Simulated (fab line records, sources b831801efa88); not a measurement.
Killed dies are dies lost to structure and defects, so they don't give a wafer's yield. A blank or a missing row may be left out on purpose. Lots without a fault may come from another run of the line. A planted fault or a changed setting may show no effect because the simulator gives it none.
fab line records | flow sky130
record lots=7 wafers=18 last_day=51
route steps=708 shown VIA1@474 METAL2@483
lots that met no fault: from a run of the same line without faults
start_h: hours from the record's first day to the start of the lot's first wafer shown | wait_h: hours since the lot's step before | " the same as in the row above | L1.1+2: a row that stands for several wafers | - no value, or no start given | * or withheld: withheld | < > ~ a bound
route shown NAME@n: a module of which the file shows steps, and the number in the route of the first | usual: mean/standard deviation of fault-free wafers | same: alike in all rows | chamber/n: place in a boat | sites: the reading at each site | _std_site: their standard deviation | _edge_site: outer sites' mean less inner sites' | radius_mm: how far each site lies from the wafer's centre | mask NAME#n: copy n | behind: the tool/chamber that last shaped the wafer | hold: why the lot was held/for how many hours/how that ended | device: the transistor (n, p or np) that didn't switch | end of line: the same wafers' tests at the end of the route | a step without rows: its recipe alone | killed: dies lost to structure and defects at the first sort, not the wafer's yield | map: a wafer's dies, x killed, . not, _ none there
set.NAME: the setting as run; set.NAME@STEP: as run at that earlier step | model.NAME: the simulator's own value behind a step, which no gauge read
lots at some steps of the route; a table a step, a row a wafer
services: from which hour (start_h, from the record's first day; less than 0 if before it) a tool's chamber was out of use, for how many hours, and why
## steps
# step SKY_VIA1_STRIP_16
# recipe chemistry=O2/N2 power_w=1400 pressure_mtorr=1500 platen_temp_c=withheld o2_flow_sccm=3000 n2_flow_sccm=300 overash_fraction=0.5
# usual drypump_motor_current_A=5.7/0.57 oes_product_au=0.416/0.0045 strip_time_to_endpoint_s=4.459/0.026
# columns lot.wafer tool chamber start_h wait_h drypump_motor_current_A oes_product_au rf_hours_counter_h strip_time_to_endpoint_s
L443.1 plasma_asher-02 1 871.88 0.0 4.7 0.411 5 4.468
L443.5 " 0 " " 6.2 0.416 - 4.436
L443.6 " 1 " " 4.7 0.419 - 4.487
L446.2 plasma_asher-03 1 901.71 0.0 6.3 0.419 77 4.492
L446.3 " 0 " " 5.6 0.418 - 4.492
L447.3 plasma_asher-01 0 907.53 0.1 5.4 0.418 - 4.461
L447.5 " 0 " " 5.4 0.421 - 4.435
L449.3 plasma_asher-02 1 924.34 0.1 4.7 0.418 - 4.492
L449.4 " 0 " " 6.2 0.417 - 4.478
L453.1 plasma_asher-03 0 952.71 0.0 5.6 0.425 82 4.478
L453.3 " 0 " " 5.6 0.408 - 4.457
L453.4 " 1 " " 6.2 0.416 - 4.467
L454.1 plasma_asher-03 1 961.98 0.0 6.3 0.419 83 4.447
L454.5 " 0 " " 5.6 0.421 - 4.485
L454.6 " 1 " " 6.3 0.411 - 4.434
L459.3 plasma_asher-02 0 980.38 0.1 6.2 0.414 - 4.452
L459.4 " 1 " " 4.8 0.415 - 4.441
L459.6 " 0 " " 6.2 0.419 - 4.425
# step SKY_VIA1_STRIP_17
# recipe chemistry=post_etch_residue_remover time_s=1200 temp_c=72.5
# step SKY_VIA1_CLEAN_18
# recipe chemistry=IPA time_s=180 temp_c=25
# step SKY_VIA1_CLEAN_19
# recipe chemistry=O3/DIW dry=n2_spin
# step SKY_VIA1_SPUTTER_20
# recipe material=TiN target_thk_nm=20 chamber_pressure_pa=5 power_w=4000 time_s=80
# step SKY_VIA1_CVD_21
# recipe material=W target_thk_nm=270 time_s=80.902 temp_c=400 pressure_torr=40
# usual heater_power_w=906/86
# columns lot.wafer tool chamber start_h wait_h heater_power_w
L443.1 cvd_w-01 1 872.54 0.0 877
L443.5 " 1 " " 894
L443.6 " 0 " " 992
L446.2 cvd_w-01 0 902.37 0.0 1000
L446.3 " 1 " " 912
L447.3 cvd_w-01 1 908.21 0.1 908
L447.5 " 0 " " 1000
L449.3 cvd_w-02 0 925.00 0.1 750
L449.4 " 1 " " 879
L453.1 cvd_w-01 0 953.38 0.0 1017
L453.3 " 0 " " 1020
L453.4 " 1 " " 896
L454.1 cvd_w-02 0 962.63 0.0 735
L454.5 " 0 " " 748
L454.6 " 1 " " 892
L459.3 cvd_w-02 0 981.04 0.1 736
L459.4 " 1 " " 893
L459.6 " 1 " " 897
# step SKY_VIA1_RS_MEAS_22
# recipe thk_meas_gauge=four-point-probe reads=W_of_VIA1_CVD_21+TiN_of_VIA1_SPUTTER_20
# usual VIA1_W_RS=0.430/0.0046
# columns lot.wafer tool chamber start_h wait_h VIA1_W_RS[ohm/sq]
L443.1 film_metro-03 - 872.63 0.1 0.428
L443.5 " - " " 0.429
L443.6 " - " " 0.426
L446.2 film_metro-03 - 902.48 0.1 0.428
L446.3 " - " " 0.430
L447.3 film_metro-01 - 908.31 0.1 0.430
L447.5 " - " " 0.425
L449.3 film_metro-01 - 925.10 0.1 0.423
L449.4 " - " " 0.431
L453.1 film_metro-03 - 953.47 0.1 0.429
L453.3 " - " " 0.425
L453.4 " - " " 0.432
L454.1 film_metro-03 - 962.72 0.1 0.419
L454.5 " - " " 0.420
L454.6 " - " " 0.428
L459.3 film_metro-03 - 981.14 0.1 0.427
L459.4 " - " " 0.432
L459.6 " - " " 0.429
# step SKY_VIA1_THK_MEAS_23
# recipe thk_meas_gauge=xrf reads=W_of_VIA1_CVD_21
# usual VIA1_W_THK=273/3.2
# columns lot.wafer tool chamber start_h wait_h VIA1_W_THK[nm]
L443.1 film_metro-03 - 872.75 0.1 274
L443.5 " - " " 275
L443.6 " - " " 275
L446.2 film_metro-03 - 902.59 0.1 271
L446.3 " - " " 270
L447.3 film_metro-01 - 908.41 0.1 277
L447.5 " - " " 278
L449.3 film_metro-01 - 925.20 0.1 282
L449.4 " - " " 276
L453.1 film_metro-03 - 953.59 0.1 273
L453.3 " - " " 275
L453.4 " - " " 271
L454.1 film_metro-03 - 962.84 0.1 280
L454.5 " - " " 276
L454.6 " - " " 271
L459.3 film_metro-03 - 981.24 0.1 274
L459.4 " - " " 269
L459.6 " - " " 272
# step SKY_VIA1_CMP_24
# recipe stop_on=SiO2 t_overpolish_s=15 down_force_psi=3.5 platen_rpm=60 target_thk_nm=0 pad_velocity_m_s=0.94248
# usual motor_current_A=11.3/1.2 overpolish_run_s=15.001/0.0098 time_to_endpoint_s=64/3.4
# columns lot.wafer tool chamber start_h wait_h motor_current_A overpolish_run_s time_to_endpoint_s
L443.1 cmp-02 0 872.96 0.2 10.6 14.988 62
L443.6 " 1 " " 13.2 15.012 64
L443.5 " 2 " " 10.9 15.015 60
L446.3 cmp-02 0 902.64 0.0 10.6 15.004 64
L446.2 " 1 " " 12.9 14.988 67
L447.3 cmp-01 0 909.05 0.6 10.5 15.001 60
L447.5 " 2 " " 10.7 15.018 67
L449.4 cmp-01 0 925.34 0.1 9.8 14.997 55
L449.3 " 1 " " 11.1 15.011 65
L453.1 cmp-01 2 953.80 0.2 10.7 14.992 67
L453.3 " 0 " " 10.7 14.998 63
L453.4 " 1 " " 11.4 14.997 63
L454.1 cmp-02 3 963.00 0.1 13.6 15.003 69
L454.6 " 1 " " 12.0 14.995 68
L454.5 " 2 " " 11.0 14.991 61
L459.4 cmp-02 2 981.28 0.0 11.6 15.012 61
L459.3 " 0 " " 10.7 15.021 61
L459.6 " 3 " " 13.9 14.990 70
# step SKY_METAL2_SPUTTER_00
# recipe material=Ti target_thk_nm=15 power_w=3000 time_s=10 chamber_pressure_pa=0.4
# usual throttle_valve_pct=29.4/0.84
# columns lot.wafer tool chamber start_h wait_h throttle_valve_pct
L443.1 pvd_sputter-03 - 873.11 0.1 30.0
L443.5 " - " " 29.9
L443.6 " - " " 29.9
L446.2 pvd_sputter-03 - 902.94 0.2 30.2
L446.3 " - " " 29.7
L447.3 pvd_sputter-03 - 909.20 0.1 28.1
L447.5 " - " " 28.2
L449.3 pvd_sputter-03 - 925.54 0.1 30.2
L449.4 " - " " 30.1
L453.1 pvd_sputter-02 - 954.10 0.2 29.8
L453.3 " - " " 28.4
L453.4 " - " " 30.6
L454.1 pvd_sputter-02 - 963.20 0.1 30.0
L454.5 " - " " 30.0
L454.6 " - " " 29.5
L459.3 pvd_sputter-03 - 981.58 0.1 29.8
L459.4 " - " " 30.0
L459.6 " - " " 28.1
# step SKY_METAL2_SPUTTER_01
# recipe material=TiN target_thk_nm=20 power_w=6500 time_s=16.7 chamber_pressure_pa=0.4
# step SKY_METAL2_SPUTTER_02
# recipe material=AlCu target_thk_nm=250 power_w=10600 time_s=13.3 chamber_pressure_pa=0.4
# step SKY_METAL2_SPUTTER_03
# recipe material=Ti target_thk_nm=5 power_w=3000 time_s=3.3 chamber_pressure_pa=0.4
# usual throttle_valve_pct=29.4/0.86
# columns lot.wafer tool chamber start_h wait_h throttle_valve_pct model.Ti_of_METAL2_SPUTTER_03.thk_nm
L443.1 pvd_sputter-03 - 873.18 0.0 29.8 5.136
L443.5 " - " " 30.2 4.935
L443.6 " - " " 29.8 5.04
L446.2 pvd_sputter-03 - 903.01 0.0 30.1 4.83
L446.3 " - " " 29.9 4.658
L447.3 pvd_sputter-03 - 909.27 0.0 27.9 4.864
L447.5 " - " " 28.3 5.016
L449.3 pvd_sputter-03 - 925.61 0.0 30.1 4.611
L449.4 " - " " 29.6 4.69
L453.1 pvd_sputter-02 - 954.17 0.0 29.9 5.2
L453.3 " - " " 28.5 5.162
L453.4 " - " " 30.5 5.161
L454.1 pvd_sputter-02 - 963.27 0.0 30.0 5.143
L454.5 " - " " 29.8 5.1
L454.6 " - " " 29.4 4.793
L459.3 pvd_sputter-03 - 981.65 0.0 30.0 4.921
L459.4 " - " " 30.2 4.717
L459.6 " - " " 28.0 4.734
# step SKY_METAL2_SPUTTER_04
# recipe material=TiN target_thk_nm=70 power_w=6500 time_s=58.3 chamber_pressure_pa=0.4
# usual throttle_valve_pct=29.4/0.83
# columns lot.wafer tool chamber start_h wait_h throttle_valve_pct
L443.1 pvd_sputter-03 - 873.20 0.0 29.7
L443.5 " - " " 29.9
L443.6 " - " " 29.6
L446.2 pvd_sputter-03 - 903.03 0.0 30.0
L446.3 " - " " 29.8
L447.3 pvd_sputter-03 - 909.29 0.0 27.9
L447.5 " - " " 28.1
L449.3 pvd_sputter-03 - 925.63 0.0 30.0
L449.4 " - " " 29.9
L453.1 pvd_sputter-02 - 954.19 0.0 30.0
L453.3 " - " " 28.4
L453.4 " - " " 30.5
L454.1 pvd_sputter-02 - 963.29 0.0 29.8
L454.5 " - " " 29.8
L454.6 " - " " 29.4
L459.3 pvd_sputter-03 - 981.67 0.0 29.8
L459.4 " - " " 29.9
L459.6 " - " " 28.0
## services
# columns tool chamber start_h hours kind
cvd_w-02 - 859.63 0.8 repair
cmp-01 - 867.94 12.5 repair
pvd_sputter-03 - 868.93 1.1 repair
plasma_asher-02 - 874.53 15.6 pm
cmp-02 - 876.07 0.5 repair
plasma_asher-01 - 884.84 2.0 repair
cvd_w-02 - 904.00 14.0 pm
cvd_w-02 0 904.00 14.0 vent_cycle
cvd_w-02 1 904.00 14.0 vent_cycle
cvd_w-01 1 904.66 3.4 repair
cmp-02 - 907.53 3.5 repair
cmp-01 - 915.85 4.0 pm
plasma_asher-02 - 917.56 2.8 pm
cvd_w-02 0 918.00 - clean
cvd_w-02 1 918.00 - clean
pvd_sputter-02 - 937.82 1.3 repair
cmp-01 - 941.23 4.9 pm
plasma_asher-01 - 949.62 14.6 pm
cmp-02 - 950.58 5.5 pm
cmp-01 - 963.10 5.9 pm
plasma_asher-03 - 967.43 0.3 repair
pvd_sputter-02 - 970.14 3.6 repair
cmp-01 - 975.45 0.4 repair
cvd_w-01 1 980.40 10.8 repair
## key
first_sign none at tools or gauges
model_effect step=SKY_METAL2_SPUTTER_03 value=Ti_of_METAL2_SPUTTER_03.thk_nm without=4.962 struck=4.706
met_at SKY_METAL2_SPUTTER_03
struck_wafers L446.3,L447.3,L449.3,L449.4
onset_between 873.18 903.01
fault kind=process_parameter_drift tool=pvd_sputter-03 chamber=- onset_h=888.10 steps=SKY_METAL2_SPUTTER_03 channel=time_s offset=* shape=step end_h=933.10 scope=struck_wafers_only acts_in=* stated=*
